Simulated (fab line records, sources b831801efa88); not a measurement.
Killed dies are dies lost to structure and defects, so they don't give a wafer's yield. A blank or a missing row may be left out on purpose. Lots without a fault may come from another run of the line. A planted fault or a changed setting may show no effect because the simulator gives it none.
Problem report in the 8D (eight disciplines) form, filled by code | flow gf180mcu | the parts of the form that need people (team, actions taken, sign-off) are left out

1. THE PROBLEM
cd_nm at GF_HV_LDD_CD_MEAS_07 reads a mean of 380.1 nm on 6 wafers of 2 lots; wafers without a fault read 399.8 nm with a standard deviation of 2.1. That is -9.4 standard deviations from the usual mean.
The step: target cd 400 nm.
First seen on wafer L753.1, day 12 21:13, on cd_sem-01. The record holds 39 wafers of 13 lots with a number at this step. Rule for "out", or "out of limits": more than 4 standard deviations from the usual mean. The other wafers with a number count as sound.

2. WHAT IT IS AND WHAT IT IS NOT
question                    | is                     | is not
which readings at this step | cd_nm                  | -
which lots                  | L753, L756             | L744, L746, L747, L750, L758, L760, L761, L762, L763, L764, L766
which wafers of those lots  | all that have a number | -
read on which gauges        | cd_sem-01, cd_sem-02   | -
when                        | from day 12 21:13      | up to then (12 sound wafers); but 21 sound wafers of L758, L760, L761, L762, L763, L764, L766 came after

3. SUSPECTS, AND WHAT RULES EACH OUT
Counting: a tool at a process step up to the reading stays a suspect if it ran every lot that is out and no sound lot after the first of them.
- the gauge at GF_HV_LDD_CD_MEAS_07: ruled out. The wafers that are out were read on 2 gauges (cd_sem-01, cd_sem-02).
- litho_track-02 at GF_HV_LDD_DEVELOP_06 (develop time 60 s): kept. It ran every lot that is out, first L753 (day 12 21:04), and no sound lot after that; its last sound lot up to then is L746 (day 10 16:22).
Left after counting: litho_track-02 at GF_HV_LDD_DEVELOP_06.

4. THE CAUSE (what the simulator had put in)
Process parameter drift: litho_track-02, from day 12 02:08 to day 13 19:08, at GF_HV_LDD_DEVELOP_06. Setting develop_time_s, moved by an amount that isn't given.
Counting left only this tool.

5. THE CHAIN OF EFFECTS, in route order
Each row: a reading whose mean over the struck wafers that have a number lies more than 3 standard deviations from the usual. Only readings for which the record gives a usual standard deviation are gone through. hours: the time from each lot's start at the first step in this table that gives one to its start at this step, as a median over the lots. sigmas: the change in usual standard deviations.
hours | step                 | reading | usual    | on struck wafers | change | sigmas
0     | GF_HV_LDD_CD_MEAS_07 | cd_nm   | 399.8 nm | 380.1            | -19.7  | -9.4
Later measuring or inspecting steps at which every struck wafer that the step has a row for has a number for every such reading, and none has moved that far: GF_HV_LDD_OVL_MEAS_08.

6. WHAT WOULD HAVE CAUGHT IT SOONER
In this record the first reading out of limits at a measuring or inspecting step was taken at day 12 21:13, 19 hours after the fault began at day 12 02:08.
Of the lots that are out (2), L756 began GF_HV_LDD_DEVELOP_06 on litho_track-02 after day 12 21:13. A hold on the tool at that time would have spared it.
